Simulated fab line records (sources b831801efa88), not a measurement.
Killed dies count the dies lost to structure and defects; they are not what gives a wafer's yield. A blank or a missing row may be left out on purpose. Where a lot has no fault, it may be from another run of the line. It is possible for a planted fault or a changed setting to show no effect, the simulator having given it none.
Which of the tools did it? + flow sky130 + Sampling: 6 lots, 16 wafers, 3 of 708 route steps

WHAT THE GAUGES SHOWED, per wafer
SKY_LDD_HVP_TW_MEAS_10.
| lot  | measured     | on           | LDD_HVP_TW  |
|------|--------------|--------------|-------------|
| L348 | day 24 05:11 | filmMetro-04 | 443 443 444 |
| L351 | day 24 18:36 | filmMetro-02 | 448 451 449 |
| L355 | day 25 22:04 | filmMetro-04 | 447 444 444 |
| L357 | day 26 23:08 | filmMetro-01 | 454 73      |
| L362 | day 28 05:46 | filmMetro-01 | 73 456      |
| L366 | day 29 03:07 | filmMetro-01 | 459 459 459 |

WHAT TOOL EACH LOT RAN ON (gives the tool, then ch and the chambers of the sampled wafers, and finally the start)
| lot  | SKY_LDD_HVP_DEVELOP_06           | SKY_LDD_HVP_STRIP_09                |
|------|----------------------------------|-------------------------------------|
| L348 | lithoTrack-03 ch 0, day 24 04:46 | plasmaAsher-01 ch 0,1, day 24 05:05 |
| L351 | lithoTrack-04 ch 0, day 24 18:10 | plasmaAsher-01 ch 1, day 24 18:30   |
| L355 | lithoTrack-02 ch 0, day 25 21:40 | plasmaAsher-02 ch 0,1, day 25 21:59 |
| L357 | lithoTrack-04 ch 0, day 26 22:44 | plasmaAsher-04 ch 0, day 26 23:02   |
| L362 | lithoTrack-04 ch 0, day 28 05:20 | plasmaAsher-02 ch 1, day 28 05:39   |
| L366 | lithoTrack-03 ch 0, day 29 02:43 | plasmaAsher-04 ch 0,1, day 29 03:01 |
- SKY_LDD_HVP_DEVELOP_06: develop time 60 s.
- SKY_LDD_HVP_STRIP_09: strips in O2/N2.

THE ANSWER, worked out from the rows above alone
Rule: what is usual is taken from the lots themselves. The widest of any qualifying gaps counts: lots, ordered by their means at a reading, are off when they make up no more than a third of the lots, leave a main group of 4 or more, and stand apart from it by 3 or more times the standard deviation of that group's means. Not used: any main group whose means are identical at the precision the tables above print for the reading. Also off: a lot with no number at a reading for which 4 or more lots have one. The other lots that the step has rows for count as sound.
Off: L357, L362, at SKY_LDD_HVP_TW_MEAS_10 (LDD_HVP_TW). For the main group the mean is 449 and the standard deviation 6.1.
If a tool, at a process step before that reading, ran all the lots that are off and no sound lot after the first of them, it fits. The gauges at SKY_LDD_HVP_TW_MEAS_10 are tried like those tools. One fits: lithoTrack-04 at SKY_LDD_HVP_DEVELOP_06. A fault onset in the window from L351 (day 24 18:10, its last sound lot) to L357 (day 26 22:44, its first lot off) fits.

WHAT THE SIMULATOR HAD PUT IN
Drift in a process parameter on lithoTrack-04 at SKY_LDD_HVP_DEVELOP_06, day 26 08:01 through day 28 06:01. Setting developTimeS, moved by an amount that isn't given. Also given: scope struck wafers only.
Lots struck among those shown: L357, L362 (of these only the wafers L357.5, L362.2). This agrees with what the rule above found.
